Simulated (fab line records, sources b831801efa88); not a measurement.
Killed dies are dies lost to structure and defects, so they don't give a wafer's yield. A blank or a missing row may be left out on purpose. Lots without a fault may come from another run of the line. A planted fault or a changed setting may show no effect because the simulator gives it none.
fab line records | flow sky130
record lots=6 wafers=18 last_day=50
route steps=708 shown CONTACT@410 METAL1@434 PAD_OPEN@708
lots that met no fault: from a run of the same line without faults
start_h: hours from the record's first day to the start of the lot's first wafer shown | wait_h: hours since the lot's step before | " the same as in the row above | L1.1+2: a row that stands for several wafers | - no value, or no start given | * or withheld: withheld | < > ~ a bound
route shown NAME@n: a module of which the file shows steps, and the number in the route of the first | usual: mean/standard deviation of fault-free wafers | same: alike in all rows | chamber/n: place in a boat | sites: the reading at each site | _std_site: their standard deviation | _edge_site: outer sites' mean less inner sites' | radius_mm: how far each site lies from the wafer's centre | mask NAME#n: copy n | behind: the tool/chamber that last shaped the wafer | hold: why the lot was held/for how many hours/how that ended | device: the transistor (n, p or np) that didn't switch | end of line: the same wafers' tests at the end of the route | a step without rows: its recipe alone | killed: dies lost to structure and defects at the first sort, not the wafer's yield | map: a wafer's dies, x killed, . not, _ none there
set.NAME: the setting as run; set.NAME@STEP: as run at that earlier step | model.NAME: the simulator's own value behind a step, which no gauge read
lots at some steps of the route; a table a step, a row a wafer
services: from which hour (start_h, from the record's first day; less than 0 if before it) a tool's chamber was out of use, for how many hours, and why
## steps
# step SKY_CONTACT_CMP_04
# recipe material=SiO2 down_force_psi=4 platen_rpm=60 pad_velocity_m_s=0.94248
# usual motor_current_A=12.4/1.2 time_to_endpoint_s=85/4.5
# columns lot.wafer tool chamber start_h wait_h motor_current_A time_to_endpoint_s
L587.4 cmp-02 0 735.07 0.1 10.9 79
L587.3 " 2 " " 14.1 82
L587.5 " 0 " " 10.4 80
L592.4 cmp-02 0 794.82 0.0 10.6 85
L592.3 " 2 " " 13.7 89
L592.6 " 1 " " 14.7 80
L598.2 cmp-01 2 827.80 0.1 12.4 87
L598.6 " 1 " " 11.3 90
L598.5 " 2 " " 11.6 84
L601.2 cmp-01 3 842.05 0.2 11.1 95
L601.3 " 0 " " 13.1 85
L601.6 " 1 " " 11.6 91
L602.2 cmp-02 0 852.11 0.0 11.0 83
L602.4 " 1 " " 14.4 79
L602.3 " 2 " " 13.5 81
L605.1 cmp-01 1 876.47 0.1 11.1 87
L605.4 " 2 " " 10.8 83
L605.5 " 2 " " 11.7 87
# step SKY_CONTACT_BOW_MEAS_05
# recipe mode=bow
# usual CONTACT_BOW=82/6.7
# columns lot.wafer tool chamber start_h wait_h CONTACT_BOW[um]
L587.3 film_metro-02 - 735.36 0.1 80
L587.4 " - " " 77
L587.5 " - " " 80
L592.3 film_metro-04 - 795.16 0.2 74
L592.4 " - " " 84
L592.6 " - " " 75
L598.2 film_metro-02 - 828.07 0.2 86
L598.5 " - " " 80
L598.6 " - " " 84
L601.2 film_metro-04 - 842.27 0.2 82
L601.3 " - " " 91
L601.6 " - " " 86
L602.2 film_metro-02 - 852.43 0.3 78
L602.3 " - " " 84
L602.4 " - " " 77
L605.1 film_metro-02 - 876.77 0.2 71
L605.4 " - " " 90
L605.5 " - " " 84
# step SKY_CONTACT_DEHYDRATE_06
# recipe temp_c=200 time_s=60
# step SKY_CONTACT_HMDS_07
# recipe prime_time_s=60 prime_temp_c=120
# step SKY_CONTACT_COAT_08
# recipe resist=BARC temp_c=withheld time_s=withheld spin_rpm=3000 resist_thk_nm=60
# step SKY_CONTACT_COAT_09
# recipe resist=KrF-thick spin_rpm=3000 resist_thk_nm=444.6
# step SKY_CONTACT_SOFTBAKE_10
# recipe temp_c=100 time_s=90 resist=KrF-thick
# step SKY_CONTACT_EXPOSE_11
# recipe mask_id=CTM1 na=0.8 source_shape=annular sigma_inner=0.55 sigma_outer=0.85 target_cd_nm=170 dose_mj=38
# step SKY_CONTACT_PEB_12
# recipe peb_temp_c=withheld peb_time_s=withheld resist=KrF-thick
# step SKY_CONTACT_DEVELOP_13
# recipe develop_time_s=60 resist=KrF-thick dev_temp_c=21
# step SKY_CONTACT_CD_MEAS_14
# recipe target_cd_nm=170
# usual cd_nm=170.1/1.4
# columns lot.wafer tool chamber start_h wait_h cd_nm
L587.3 cd_sem-01 - 761.92 - 170.5
L587.4 " - " " 171.0
L587.5 " - " " 169.8
L592.3 cd_sem-01 - 821.67 - 170.1
L592.4 " - " " 170.6
L592.6 " - " " 170.2
L598.2 cd_sem-01 - 854.75 - 167.3
L598.5 " - " " 167.0
L598.6 " - " " 167.7
L601.2 cd_sem-01 - 868.35 - 170.4
L601.3 " - " " 170.2
L601.6 " - " " 169.3
L602.2 cd_sem-01 - 878.15 - 169.8
L602.3 " - " " 169.3
L602.4 " - " " 170.2
L605.1 cd_sem-01 - 902.44 - 171.3
L605.4 " - " " 169.2
L605.5 " - " " 170.7
# step SKY_CONTACT_OVL_MEAS_15
# usual CONTACT_OVL=4/5.6
# columns lot.wafer tool chamber start_h wait_h CONTACT_OVL[nm]
L587.3 overlay-01 - 762.02 0.1 4
L587.4 " - " " 7
L587.5 " - " " -2
L592.3 overlay-02 - 821.77 0.1 3
L592.4 " - " " 2
L592.6 " - " " 3
L598.2 overlay-02 - 854.86 0.1 17
L598.5 " - " " 14
L598.6 " - " " 16
L601.2 overlay-02 - 868.46 0.1 -12
L601.3 " - " " -9
L601.6 " - " " -14
L602.2 overlay-01 - 878.26 0.1 8
L602.3 " - " " 2
L602.4 " - " " 12
L605.1 overlay-01 - 902.56 0.1 2
L605.4 " - " " 6
L605.5 " - " " 1
# step SKY_CONTACT_ETCH_16
# recipe chemistry=N2/H2 target=BARC ion_energy_ev=200 source_w=500 bias_w=100 pressure_mtorr=30 n2_flow_sccm=100 h2_flow_sccm=200 stop_on=SiO2 time_s=45.9 target_depth_a=600
# usual drypump_motor_current_A=5.7/0.38 oes_product_au=0.854/0.0048 throttle_valve_pct=13.224/0.0093
# columns lot.wafer tool chamber start_h wait_h drypump_motor_current_A oes_product_au rf_hours_counter_h throttle_valve_pct
L587.3 rie_diel-04 0 762.04 0.0 6.1 0.855 43 13.239
L587.4 " 3 " " 6.0 0.850 9 13.220
L587.5 " 0 " " 6.2 0.856 - 13.231
L592.3 rie_diel-02 2 821.79 0.0 5.1 0.843 10 13.234
L592.4 " 3 " " 5.5 0.855 28 13.233
L592.6 " 0 " " 5.9 0.863 - 13.226
L598.2 rie_diel-01 0 854.89 0.0 5.9 0.853 5 13.228
L598.5 " 0 " " 5.8 0.853 - 13.239
L598.6 " 1 " " 5.4 0.850 - 13.229
L601.2 rie_diel-04 2 868.49 0.0 5.8 0.849 1 13.213
L601.3 " 1 " " 6.0 0.854 20 13.217
L601.6 " 3 " " 6.0 0.856 - 13.233
L602.2 rie_diel-04 1 878.29 0.0 6.0 0.850 20 13.217
L602.3 " 3 " " 6.1 0.864 13 13.221
L602.4 " 1 " " 6.0 0.851 - 13.239
L605.1 rie_diel-01 3 902.59 0.0 6.4 0.856 26 13.228
L605.4 " 1 " " 5.4 0.862 10 13.228
L605.5 " 1 " " 5.4 0.857 - 13.231
# step SKY_CONTACT_ETCH_17
# recipe target=SiO2 chemistry=C4F8/O2/Ar stop_on=Si3N4 mask_material=KrF-thick source_w=1500 bias_w=1200 pressure_mtorr=40 c4f8_flow_sccm=withheld O2_flow_sccm=6 Ar_flow_sccm=300 time_s=withheld target_depth_a=3400
# step SKY_CONTACT_ETCH_18
# recipe target=Si3N4 chemistry=CHF3/O2 stop_on=TiN source_w=600 bias_w=200 pressure_mtorr=40 chf3_flow_sccm=50 O2_flow_sccm=5 time_s=39 target_depth_a=750
# step SKY_CONTACT_STRIP_19
# recipe chemistry=O2/N2 power_w=1400 pressure_mtorr=1500 platen_temp_c=withheld o2_flow_sccm=3000 n2_flow_sccm=300 overash_fraction=0.5
# usual drypump_motor_current_A=5.6/0.36 o2_flow_sccm=3001/8.8 oes_product_au=0.379/0.005 strip_time_to_endpoint_s=3.56/0.057
# columns lot.wafer tool chamber start_h wait_h drypump_motor_current_A o2_flow_sccm oes_product_au rf_hours_counter_h strip_time_to_endpoint_s
L587.3 plasma_asher-03 0 762.20 - 5.7 3007 0.383 - 3.46
L587.4 " 1 " " 6.1 3008 0.389 - 3.58
L587.5 " 0 " " 5.7 3006 0.379 - 3.46
L592.3 plasma_asher-02 0 821.95 - 5.1 3012 0.374 - 3.63
L592.4 " 1 " " 5.9 2996 0.374 - 3.51
L592.6 " 0 " " 5.1 2993 0.382 - 3.56
L598.2 plasma_asher-02 0 855.02 - 5.2 3010 0.377 11 3.46
L598.5 " 0 " " 5.2 3008 0.373 - 3.46
L598.6 " 1 " " 5.9 3006 0.376 - 3.53
L601.2 plasma_asher-03 0 868.62 - 5.7 3010 0.367 74 3.45
L601.3 " 0 " " 5.7 2994 0.377 - 3.59
L601.6 " 1 " " 6.1 2995 0.372 - 3.58
L602.2 plasma_asher-04 0 878.42 - 5.1 3002 0.374 108 3.62
L602.3 " 0 " " 5.1 2991 0.379 - 3.59
L602.4 " 1 " " 5.6 3011 0.386 - 3.56
L605.1 plasma_asher-02 1 902.73 - 5.9 3000 0.376 16 3.57
L605.4 " 1 " " 5.9 3001 0.378 - 3.57
L605.5 " 1 " " 5.9 3001 0.377 - 3.59
# step SKY_CONTACT_STRIP_20
# recipe chemistry=post_etch_residue_remover time_s=1200 temp_c=72.5
# step SKY_CONTACT_CLEAN_21
# recipe chemistry=IPA time_s=180 temp_c=25
# step SKY_CONTACT_CLEAN_22
# recipe chemistry=O3/DIW dry=n2_spin
# step SKY_CONTACT_SPUTTER_23
# recipe material=TiN target_thk_nm=20 chamber_pressure_pa=5 power_w=4000 time_s=80
# step SKY_CONTACT_CVD_24
# recipe material=W target_thk_nm=340 time_s=102.12 temp_c=400 pressure_torr=40
# step SKY_CONTACT_RS_MEAS_25
# recipe thk_meas_gauge=four-point-probe reads=W_of_CONTACT_CVD_24+TiN_of_CONTACT_SPUTTER_23
# usual CONTACT_W_RS=0.337/0.0048
# columns lot.wafer tool chamber start_h wait_h CONTACT_W_RS[ohm/sq]
L587.3 film_metro-01 - 762.98 0.1 0.346
L587.4 " - " " 0.342
L587.5 " - " " 0.343
L592.3 film_metro-02 - 822.76 0.1 0.335
L592.4 " - " " 0.334
L592.6 " - " " 0.331
L598.2 film_metro-04 - 855.87 0.1 0.334
L598.5 " - " " 0.331
L598.6 " - " " 0.337
L601.2 film_metro-02 - 869.53 0.1 0.334
L601.3 " - " " 0.336
L601.6 " - " " 0.326
L602.2 film_metro-01 - 879.20 0.1 0.336
L602.3 " - " " 0.337
L602.4 " - " " 0.332
L605.1 film_metro-04 - 903.49 0.1 0.338
L605.4 " - " " 0.341
L605.5 " - " " 0.341
# step SKY_CONTACT_THK_MEAS_26
# recipe thk_meas_gauge=xrf reads=W_of_CONTACT_CVD_24
# usual CONTACT_W_THK=337/5.2
# columns lot.wafer tool chamber start_h wait_h CONTACT_W_THK[nm]
L587.3 film_metro-01 - 763.08 0.1 329
L587.4 " - " " 334
L587.5 " - " " 329
L592.3 film_metro-02 - 822.86 0.1 341
L592.4 " - " " 341
L592.6 " - " " 345
L598.2 film_metro-04 - 855.98 0.1 342
L598.5 " - " " 344
L598.6 " - " " 336
L601.2 film_metro-02 - 869.64 0.1 340
L601.3 " - " " 339
L601.6 " - " " 347
L602.2 film_metro-01 - 879.31 0.1 334
L602.3 " - " " 333
L602.4 " - " " 339
L605.1 film_metro-04 - 903.61 0.1 335
L605.4 " - " " 333
L605.5 " - " " 330
# step SKY_CONTACT_CMP_27
# recipe stop_on=SiO2 t_overpolish_s=15 down_force_psi=3.5 platen_rpm=60 target_thk_nm=0 pad_velocity_m_s=0.94248
# usual motor_current_A=11.5/1.2 overpolish_run_s=14.999/0.0088 time_to_endpoint_s=85/4.1
# columns lot.wafer tool chamber start_h wait_h motor_current_A overpolish_run_s time_to_endpoint_s
L587.4 cmp-01 0 763.17 0.1 12.1 15.002 80
L587.3 " 1 " " 10.1 14.996 80
L587.5 " 0 " " 12.5 15.004 84
L592.4 cmp-02 1 822.95 0.1 12.9 15.011 83
L592.3 " 3 " " 12.1 14.997 84
L592.6 " 1 " " 13.0 14.999 83
L598.2 cmp-02 0 856.03 0.0 9.8 15.000 84
L598.6 " 0 " " 9.8 15.004 85
L598.5 " 1 " " 13.3 15.008 80
L601.3 cmp-02 2 869.79 0.1 13.4 15.004 84
L601.2 " 3 " " 12.7 14.996 85
L601.6 " 1 " " 13.0 15.001 81
L602.2 cmp-02 1 879.36 0.0 12.9 15.003 83
L602.3 " 2 " " 12.0 14.998 88
L602.4 " 3 " " 12.2 15.007 88
L605.1 cmp-02 0 903.72 0.1 10.1 15.002 89
L605.4 " 1 " " 13.1 14.997 81
L605.5 " 0 " " 10.3 15.003 83
# step SKY_METAL1_SPUTTER_00
# recipe material=Ti target_thk_nm=15 power_w=3000 time_s=10 chamber_pressure_pa=0.4
# step SKY_METAL1_SPUTTER_01
# recipe material=TiN target_thk_nm=20 power_w=6500 time_s=16.7 chamber_pressure_pa=0.4
# usual throttle_valve_pct=29.9/0.62
# columns lot.wafer tool chamber start_h wait_h throttle_valve_pct
L587.3 pvd_sputter-02 - 763.44 0.0 30.0
L587.4 " - " " 30.1
L587.5 " - " " 29.1
L592.3 pvd_sputter-02 - 823.23 0.0 29.2
L592.4 " - " " 30.3
L592.6 " - " " 29.9
L598.2 pvd_sputter-03 - 856.35 0.0 29.3
L598.5 " - " " 30.7
L598.6 " - " " 30.4
L601.2 pvd_sputter-02 - 870.01 0.0 30.3
L601.3 " - " " 29.2
L601.6 " - " " 30.6
L602.2 pvd_sputter-02 - 879.69 0.0 30.8
L602.3 " - " " 29.3
L602.4 " - " " 29.8
L605.1 pvd_sputter-03 - 903.99 0.0 30.8
L605.4 " - " " 30.3
L605.5 " - " " 30.1
# step SKY_METAL1_SPUTTER_02
# recipe material=AlCu target_thk_nm=250 power_w=10600 time_s=13.3 chamber_pressure_pa=0.4
# step SKY_METAL1_SPUTTER_03
# recipe material=Ti target_thk_nm=5 power_w=3000 time_s=3.3 chamber_pressure_pa=0.4
# usual throttle_valve_pct=30.0/0.61
# columns lot.wafer tool chamber start_h wait_h throttle_valve_pct
L587.3 pvd_sputter-02 - 763.49 0.0 29.7
L587.4 " - " " 30.1
L587.5 " - " " 29.3
L592.3 pvd_sputter-02 - 823.28 0.0 29.1
L592.4 " - " " 30.4
L592.6 " - " " 30.3
L598.2 pvd_sputter-03 - 856.40 0.0 29.3
L598.5 " - " " 30.5
L598.6 " - " " 30.2
L601.2 pvd_sputter-02 - 870.06 0.0 30.3
L601.3 " - " " 29.1
L601.6 " - " " 30.8
L602.2 pvd_sputter-02 - 879.74 0.0 30.5
L602.3 " - " " 29.3
L602.4 " - " " 30.0
L605.1 pvd_sputter-03 - 904.04 0.0 30.8
L605.4 " - " " 30.4
L605.5 " - " " 30.2
# step SKY_METAL1_SPUTTER_04
# recipe material=TiN target_thk_nm=70 power_w=6500 time_s=58.3 chamber_pressure_pa=0.4
# step SKY_METAL1_RS_MEAS_05
# recipe thk_meas_gauge=four-point-probe reads=TiN_of_METAL1_SPUTTER_04+Ti_of_METAL1_SPUTTER_03+AlCu_of_METAL1_SPUTTER_02+TiN_of_METAL1_SPUTTER_01+Ti_of_METAL1_SPUTTER_00
# usual METAL1_ALCU_RS=0.1261/0.0014
# columns lot.wafer tool chamber start_h wait_h METAL1_ALCU_RS[ohm/sq]
L587.3 film_metro-03 - 763.60 0.1 0.1237
L587.4 " - " " 0.1272
L587.5 " - " " 0.1256
L592.3 film_metro-03 - 823.38 0.1 0.1263
L592.4 " - " " 0.1250
L592.6 " - " " 0.1265
L598.2 film_metro-02 - 856.49 0.0 0.1268
L598.5 " - " " 0.1252
L598.6 " - " " 0.1274
L601.2 film_metro-03 - 870.15 0.0 0.1271
L601.3 " - " " 0.1274
L601.6 " - " " 0.1270
L602.2 film_metro-02 - 879.82 0.0 0.1279
L602.3 " - " " 0.1282
L602.4 " - " " 0.1290
L605.1 film_metro-01 - 904.11 0.0 0.1263
L605.4 " - " " 0.1255
L605.5 " - " " 0.1273
# step SKY_METAL1_THK_MEAS_06
# recipe thk_meas_gauge=xrf reads=AlCu_of_METAL1_SPUTTER_02
# usual METAL1_ALCU_THK=250/3
# columns lot.wafer tool chamber start_h wait_h METAL1_ALCU_THK[nm]
L587.3 film_metro-03 - 763.70 0.1 258
L587.4 " - " " 248
L587.5 " - " " 253
L592.3 film_metro-03 - 823.48 0.1 250
L592.4 " - " " 253
L592.6 " - " " 250
L598.2 film_metro-02 - 856.60 0.1 250
L598.5 " - " " 252
L598.6 " - " " 251
L601.2 film_metro-03 - 870.26 0.1 249
L601.3 " - " " 247
L601.6 " - " " 249
L602.2 film_metro-02 - 879.93 0.1 246
L602.3 " - " " 247
L602.4 " - " " 245
L605.1 film_metro-01 - 904.23 0.1 249
L605.4 " - " " 250
L605.5 " - " " 247
# step SKY_METAL1_DEHYDRATE_07
# recipe temp_c=200 time_s=60
# step SKY_METAL1_HMDS_08
# recipe prime_time_s=60 prime_temp_c=120
# step SKY_METAL1_COAT_09
# recipe resist=BARC temp_c=withheld time_s=withheld spin_rpm=3000 resist_thk_nm=60
# step SKY_METAL1_COAT_10
# recipe resist=KrF-thick spin_rpm=3000 resist_thk_nm=450
# step SKY_METAL1_SOFTBAKE_11
# recipe temp_c=100 time_s=90 resist=KrF-thick
# step SKY_METAL1_EXPOSE_12
# recipe mask_id=MM1 na=0.8 source_shape=annular sigma_inner=0.55 sigma_outer=0.85 target_cd_nm=140 dose_mj=28
# step SKY_METAL1_PEB_13
# recipe peb_temp_c=withheld peb_time_s=withheld resist=KrF-thick
# step SKY_METAL1_DEVELOP_14
# recipe develop_time_s=60 resist=KrF-thick dev_temp_c=21
# step SKY_METAL1_CD_MEAS_15
# recipe target_cd_nm=140
# usual cd_nm=140.1/1.4
# columns lot.wafer tool chamber start_h wait_h cd_nm
L587.3 cd_sem-02 - 790.72 - 140.1
L587.4 " - " " 138.1
L587.5 " - " " 137.5
L592.3 cd_sem-01 - 849.71 - 141.8
L592.4 " - " " 141.3
L592.6 " - " " 141.0
L598.2 cd_sem-02 - 883.20 - 141.3
L598.5 " - " " 140.0
L598.6 " - " " 140.2
L601.2 cd_sem-01 - 896.20 - 140.7
L601.3 " - " " 138.5
L601.6 " - " " 138.6
L602.2 cd_sem-01 - 905.34 - 138.0
L602.3 " - " " 138.7
L602.4 " - " " 139.9
L605.1 cd_sem-02 - 929.44 - 140.9
L605.4 " - " " 140.3
L605.5 " - " " 140.6
# step SKY_METAL1_OVL_MEAS_16
# usual METAL1_OVL=-1/4.2
# columns lot.wafer tool chamber start_h wait_h METAL1_OVL[nm]
L587.3 overlay-02 - 790.82 0.1 0
L587.4 " - " " 7
L587.5 " - " " 0
L592.3 overlay-02 - 849.80 0.1 -8
L592.4 " - " " -4
L592.6 " - " " -2
L598.2 overlay-01 - 883.31 0.1 0
L598.5 " - " " -1
L598.6 " - " " -5
L601.2 overlay-02 - 896.31 0.1 0
L601.3 " - " " -7
L601.6 " - " " -3
L602.2 overlay-01 - 905.44 0.1 8
L602.3 " - " " -1
L602.4 " - " " 1
L605.1 overlay-01 - 929.56 0.1 1
L605.4 " - " " -4
L605.5 " - " " -3
# step SKY_METAL1_DESCUM_17
# recipe chemistry=O2 source_power_w=150 bias_power_w=0 pressure_mtorr=10 temp_c=40 time_s=8
# step SKY_PAD_OPEN_PROBE_99
# usual killed_at_M0_to_M3=44/7.3 killed_at_M4_up=3.3/1.8 killed_at_contacts=24/5.3 killed_at_front_end=16/5 killed_at_other=0.2/0.51 killed_dies=87/10 killed_open=47/7.5 killed_short=40/6.3
# same gross_dies=492 killed_at_back_side=0
# columns lot.wafer tool chamber start_h wait_h hold killed_at_M0_to_M3 killed_at_M4_up killed_at_contacts killed_at_front_end killed_at_other killed_dies killed_open killed_short
L587.3 prober-01 - 1099.35 0.2 - 53 5 26 15 0 99 53 46
L587.4 prober-01 - 1099.40 0.2 - 48 1 26 18 2 95 59 36
L587.5 prober-01 - 1099.45 0.2 - 33 4 18 19 0 74 41 33
L598.2 prober-02 - 1167.50 0.1 - 44 4 22 14 2 86 46 39
L598.5 prober-02 - 1167.65 0.2 - 38 3 22 21 1 85 43 42
L598.6 prober-02 - 1167.70 0.2 - 58 3 20 16 0 97 56 41
L601.2 prober-01 - 1177.80 0.1 await_dispo/2.3h/release 57 4 58 11 0 130 42 44
L601.3 prober-01 - 1177.85 0.2 await_dispo/2.3h/release 45 3 91 10 0 149 40 38
L601.6 prober-01 - 1178.00 0.2 await_dispo/2.3h/release 46 0 90 13 0 149 42 36
L602.2 prober-02 - 1182.31 0.1 await_dispo/5.9h/release 36 2 95 9 0 142 40 32
L602.3 prober-02 - 1182.36 0.2 await_dispo/5.9h/release 39 3 89 16 0 147 46 30
L602.4 prober-02 - 1182.41 0.2 await_dispo/5.9h/release 30 9 91 12 0 142 36 36
L605.1 prober-01 - 1199.89 0.1 - 41 3 17 7 0 68 37 31
L605.4 prober-01 - 1200.04 0.2 - 40 5 21 12 0 78 38 40
L605.5 prober-01 - 1200.09 0.2 - 46 4 30 10 0 90 53 37
# killed by level:class
L587.3 CONTACT:geometric_particle:open=12 VIA2:geometric_particle:open=11 VIA1:geometric_particle:open=11 METAL1:geometric_particle:short=7 VIA3:geometric_particle:short=6 POLY_GATE:geometric_particle:short=4 LI_CONTACT:geometric_particle:short=4 METAL2:geometric_particle:short=4
L587.4 VIA1:geometric_particle:open=13 CONTACT:geometric_particle:open=11 LI_CONTACT:geometric_particle:open=8 POLY_GATE:geometric_particle:open=7 VIA2:geometric_particle:short=5 METAL2:geometric_particle:short=5 VIA3:geometric_particle:open=5 FIELD_ISO:geometric_particle:open=4
L587.5 CONTACT:geometric_particle:open=8 METAL1:geometric_particle:short=6 FIELD_ISO:geometric_particle:open=5 VIA1:geometric_particle:open=5 VIA3:geometric_particle:open=5 VIA2:geometric_particle:short=4 POLY_GATE:geometric_particle:short=3 SPACER:geometric_particle:open=3
L598.2 VIA3:geometric_particle:open=10 VIA1:geometric_particle:open=8 VIA3:geometric_particle:short=7 LI_CONTACT:geometric_particle:open=6 CONTACT:geometric_particle:open=6 METAL1:geometric_particle:short=6 VIA2:geometric_particle:open=4 FIELD_ISO:geometric_particle:open=3
L598.5 VIA1:geometric_particle:open=9 LI_CONTACT:geometric_particle:open=7 CONTACT:geometric_particle:open=7 POLY_GATE:geometric_particle:short=6 METAL1:geometric_particle:short=6 FIELD_ISO:geometric_particle:short=5 POLY_GATE:geometric_particle:open=5 VIA3:geometric_particle:short=4
L598.6 VIA1:geometric_particle:open=13 CONTACT:geometric_particle:open=9 VIA3:geometric_particle:open=8 METAL1:geometric_particle:short=7 VIA1:geometric_particle:short=7 VIA2:geometric_particle:open=7 METAL2:geometric_particle:short=7 FIELD_ISO:geometric_particle:open=5
L601.2 CONTACT:unspecified=44 VIA1:geometric_particle:open=14 METAL1:geometric_particle:short=10 VIA2:geometric_particle:open=7 CONTACT:geometric_particle:open=6 VIA3:geometric_particle:open=5 VIA1:geometric_particle:short=5 METAL2:geometric_particle:short=5
L601.3 CONTACT:unspecified=71 VIA1:geometric_particle:open=9 METAL2:geometric_particle:short=8 CONTACT:geometric_particle:open=7 VIA2:geometric_particle:open=7 VIA1:geometric_particle:short=6 LI_CONTACT:geometric_particle:open=5 VIA3:geometric_particle:open=5
L601.6 CONTACT:unspecified=71 VIA1:geometric_particle:open=12 VIA3:geometric_particle:open=7 METAL2:geometric_particle:short=6 LI_CONTACT:geometric_particle:short=5 LOCAL_INTERCONNECT:geometric_particle:short=5 METAL1:geometric_particle:short=5 VIA2:geometric_particle:open=5
L602.2 CONTACT:unspecified=70 VIA1:geometric_particle:open=10 CONTACT:geometric_particle:open=8 CONTACT:geometric_particle:short=7 LI_CONTACT:geometric_particle:open=6 VIA3:geometric_particle:short=5 FIELD_ISO:geometric_particle:open=4 VIA2:geometric_particle:short=4
L602.3 CONTACT:unspecified=71 VIA2:geometric_particle:open=11 FIELD_ISO:geometric_particle:open=6 CONTACT:geometric_particle:open=6 VIA1:geometric_particle:open=6 LI_CONTACT:geometric_particle:open=5 LOCAL_INTERCONNECT:geometric_particle:short=5 METAL1:geometric_particle:short=5
L602.4 CONTACT:unspecified=70 CONTACT:geometric_particle:open=10 VIA1:geometric_particle:open=8 VIA3:geometric_particle:open=5 METAL4:geometric_particle:short=5 FIELD_ISO:geometric_particle:short=4 SPACER:geometric_particle:short=4 LI_CONTACT:geometric_particle:short=4
L605.1 CONTACT:geometric_particle:open=7 METAL2:geometric_particle:short=7 METAL1:geometric_particle:short=6 VIA1:geometric_particle:open=6 CONTACT:geometric_particle:short=4 VIA2:geometric_particle:open=4 VIA3:geometric_particle:open=4 FIELD_ISO:geometric_particle:open=3
L605.4 VIA3:geometric_particle:open=10 CONTACT:geometric_particle:open=7 VIA1:geometric_particle:open=7 METAL1:geometric_particle:short=6 FIELD_ISO:geometric_particle:short=5 LI_CONTACT:geometric_particle:open=5 LOCAL_INTERCONNECT:geometric_particle:short=5 METAL2:geometric_particle:short=5
L605.5 CONTACT:geometric_particle:open=11 VIA3:geometric_particle:open=9 VIA1:geometric_particle:open=8 LI_CONTACT:geometric_particle:open=7 VIA2:geometric_particle:open=7 LOCAL_INTERCONNECT:geometric_particle:short=6 VIA1:geometric_particle:short=6 FIELD_ISO:geometric_particle:open=5
# map L601.3 (x killed, . not)
__________.x.....xxx_________
________x..x.x......x._______
______......x.....x....._____
_____......xxx..x..x.....____
____...xx.x..x.xxxxxx.....___
___...x.....x.xxxxxxx......__
__......x..xxxxxxxxxx..x...x_
_..x........xxxxxxxxxx.x..x..
_..x.x....x.xxxxxxxxxx...x..x
_x........x.xxxxxxxxxxxx.....
_.x....x.....xxxxxxxxx...xx..
_.....x.....x.xxxxxx.....x..x
_.xx.x.........x.......x..x..
_..xx........x.x.....x.......
_x...........................
__...x.......x....xx..x....._
___.......x.x..xx..x.......__
____x......x..........xx..___
_____.x................xx____
______x.........x...x..._____
________....x........x_______
__________.x......xx_________
# map L602.3 (x killed, . not)
__________......x..._________
________.x..x.x......._______
______.......xx........._____
_____x........x....x.x...____
____x...xxxx......x.x.....___
___.x.x.......x.xxxxxx.....__
__...xx.......xxxxxxxx.x...._
_.....x...x...xxxxxxxxxxx....
_x.....x.....xxxxxxxxxx.x..x.
_.......x....xxxxxxxxxx.x..xx
_......x...x.xxxxxxxxxx..x...
_.x......x...x.xxxxxx.x......
_.x....x......xxxxxxxxxx.x...
_..........x...x.x...x.......
_..........x...x.....x.x.....
__......x..x.....x.x...x.x.._
___x...x...........x.....x.__
____............x.x.....x.___
_____.....x..x...........____
______.......x.x.x..x..x_____
________....xxx......._______
__________......x.x._________
## services
# columns tool chamber start_h hours kind
cmp-01 - 719.75 0.9 repair
rie_diel-01 2 720.58 4.3 repair
rie_diel-04 3 733.13 9.9 repair
plasma_asher-02 - 733.75 9.0 pm
rie_diel-01 2 736.67 5.1 repair
rie_diel-04 - 742.72 1.7 repair
cmp-02 - 744.34 4.0 pm
plasma_asher-02 - 755.00 0.4 repair
cmp-01 - 755.97 0.5 repair
plasma_asher-02 - 756.60 2.8 pm
cmp-01 - 759.96 2.9 repair
cmp-02 - 764.69 0.8 repair
pvd_sputter-02 - 767.07 1.0 repair
cmp-02 - 772.91 6.7 repair
pvd_sputter-02 - 794.50 20.5 repair
cmp-01 - 805.76 1.3 repair
rie_diel-04 0 828.41 6.8 repair
pvd_sputter-02 - 831.49 20.7 repair
cmp-02 - 832.83 4.5 repair
cmp-02 - 837.77 9.1 pm
rie_diel-04 - 842.36 15.6 pm
cmp-01 - 857.19 9.5 pm
rie_diel-04 2 877.99 6.4 repair
pvd_sputter-02 - 885.51 20.8 repair
## key
first_sign step=SKY_PAD_OPEN_PROBE_99 reading=killed_at_contacts direction=up sigmas=12 usual=24 struck=86
effect step=SKY_PAD_OPEN_PROBE_99 reading=killed_dies direction=up sigmas=5.5 usual=87 struck=143
met_at SKY_CONTACT_ETCH_16
struck_wafers L601.2,L601.3,L601.6,L602.2,L602.3,L602.4
tester_left_out L601,L602
onset_between 762.04 868.49
also_fits SKY_METAL1_SPUTTER_01:pvd_sputter-02,SKY_METAL1_SPUTTER_03:pvd_sputter-02
fault kind=chamber_particle_source tool=rie_diel-04 chamber=- onset_h=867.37 steps=SKY_CONTACT_ETCH_16 rate_per_visit_cm2=2.2022 end_h=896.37
# tester_left_out: of these lots the tester's yield and bins aren't shown, on N5 and GAA mostly nor the transistor test; their killed dies are dies lost to structure and defects alone, not to doping, threshold or leakage, so they don't give the yield
